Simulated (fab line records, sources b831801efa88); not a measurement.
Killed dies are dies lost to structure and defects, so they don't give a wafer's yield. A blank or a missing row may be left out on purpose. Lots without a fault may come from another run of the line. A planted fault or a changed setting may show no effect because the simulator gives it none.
A struck lot beside a sound one | flow sky130 | 16 steps out of a route of 708
Sound: wafers L271.1, L271.5, L271.6. Struck: wafer L262.1. (L262.2, L262.3 of the same lot were not struck and are left out.) The cause comes at the end.
At each step with rows: each side's tool, then ch and its chambers, then its first start. Under that, the readings that differ: sound wafers | struck wafers | difference of the means | sigmas: that difference in standard deviations of wafers without a fault.
alike: readings whose means differ by less than 2 such deviations, and words and numbers that are the same on both sides. not compared: withheld readings, readings that some wafer has no value for, bounds like >300 that may hide the same value, and numbers for which the record gives no deviation and whose values overlap.
The two part at a step that has a row with sigmas, a row that says differs or no value, or rows on one side only. Numbers that don't overlap but have no deviation are shown without sigmas and don't part them. A reading that every wafer of one side lacks parts them only if that side has two wafers or more.

first, 3 steps without rows for these wafers: SKY_METAL1_EXPOSE_12 (exposes mask MM1, target cd 140 nm); SKY_METAL1_PEB_13; SKY_METAL1_DEVELOP_14 (develop time 60 s).
SKY_METAL1_CD_MEAS_15: target cd 140 nm.
  sound on cd_sem-01, day 39 05:39; struck on cd_sem-01, day 35 19:27
  alike: cd_nm
SKY_METAL1_OVL_MEAS_16:
  sound on overlay-02, day 39 05:46; struck on overlay-02, day 35 19:34
  alike: METAL1_OVL
SKY_METAL1_DESCUM_17: chemistry O2, time 8 s.
  sound on rie_metal-03 ch 0,1, day 39 05:48; struck on rie_metal-01 ch 0, day 35 19:36
  reading                     | sound             | struck | difference | sigmas
  drypump_motor_current_A (A) | 4.6 4.7 5.8       | 6.1    | +1.1       | +2
  oes_product_au (a.u.)       | 1.004 1.001 0.999 | 1.022  | +0.021     | +3
  not compared: rf_hours_counter_h
SKY_METAL1_ETCH_18: etches BARC in N2/H2, stops on SiO2, time 45.9 s, target depth 60 nm.
  sound on rie_metal-03 ch 0,1, day 39 05:50; struck on rie_metal-01 ch 0, day 35 19:38
  reading                     | sound       | struck | difference | sigmas
  drypump_motor_current_A (A) | 4.7 4.7 5.8 | 6.1    | +1.0       | +2
  alike: oes_product_au, throttle_valve_pct
  not compared: rf_hours_counter_h
SKY_METAL1_METAL_ETCH_19: etches the open film in Cl2/BCl3, stops on SiO2, target depth 360 nm, time 78 s.
  sound on rie_metal-03 ch 0,1, day 39 05:54; struck on rie_metal-01 ch 0, day 35 19:42
  reading                     | sound                | struck | difference | sigmas
  drypump_motor_current_A (A) | 4.7 4.7 5.8          | 6.1    | +1.0       | +2
  throttle_valve_pct (%)      | 22.248 22.266 22.277 | 22.282 | +0.018     | +2
  alike: oes_product_au
  not compared: rf_hours_counter_h
SKY_METAL1_STRIP_20: strips in O2/N2.
  sound on plasma_asher-04 ch 0,1, day 39 05:59; struck on plasma_asher-03 ch 0, day 35 19:47
  alike: drypump_motor_current_A, oes_product_au, strip_time_to_endpoint_s
  not compared: rf_hours_counter_h
then, 3 steps without rows for these wafers: SKY_METAL1_STRIP_21 (strips in post etch residue remover, time 1200 s); SKY_METAL1_CLEAN_22 (cleans in IPA, time 180 s); SKY_METAL1_CLEAN_23 (cleans in O3/DIW).
SKY_VIA1_HDPCVD_00: deposits SiO2, target thk 1030 nm, time 171.7 s.
  sound on hdpcvd-01 ch 0,1,2, day 39 06:37; struck on hdpcvd-01 ch 1, day 35 20:23
  reading                                  | sound             | struck | difference | sigmas
  run_length_s (s)                         | 199.4 199.9 199.0 | 190.0  | -9.4       | -18
  model.SiO2_of_VIA1_HDPCVD_00.thk_nm (nm) | 1033 1049 1041    | 981.4  | -59.6      |
  alike: sih4_flow_sccm
SKY_VIA1_THK_MEAS_01:
  sound on film_metro-01, day 39 06:44; struck on film_metro-01, day 35 20:29
  reading              | sound          | struck | difference | sigmas
  VIA1_HDPCVD_THK (nm) | 1033 1050 1041 | 982    | -59        | -5
SKY_VIA1_CMP_02: polishes SiO2.
  sound on cmp-02 ch 0,3, day 39 06:47; struck on cmp-01 ch 0, day 35 20:33
  alike: motor_current_A, slurry_filter_dp_kPa
-- the record jumps here: 13 days lie between the struck wafers' starts before and after (it left off in module VIA1 and takes up again in module PAD_OPEN, whose first step shown is number 708 of the route) --
SKY_PAD_OPEN_PROBE_99:
  sound on prober-01, day 51 01:10; struck on prober-01, day 48 12:01
  reading                  | sound | struck | difference | sigmas
  killed_at_contacts       | 30    | 20     | -10        | -2
  sort_bin_3_pad_short (%) | 2.2   | 1.2    | -1.0       | -2
  alike: defect_limited_yield, killed_at_M0_to_M3, killed_at_M4_up, killed_at_front_end, killed_at_other, killed_dies, killed_open, killed_short, sort_bin_5_function, sort_bin_6_memory, sort_n_pass, sort_yield_pct

WHERE THEY PART
First at SKY_METAL1_DESCUM_17; last, within this record, at SKY_PAD_OPEN_PROBE_99.

WHY: what the simulator had put in
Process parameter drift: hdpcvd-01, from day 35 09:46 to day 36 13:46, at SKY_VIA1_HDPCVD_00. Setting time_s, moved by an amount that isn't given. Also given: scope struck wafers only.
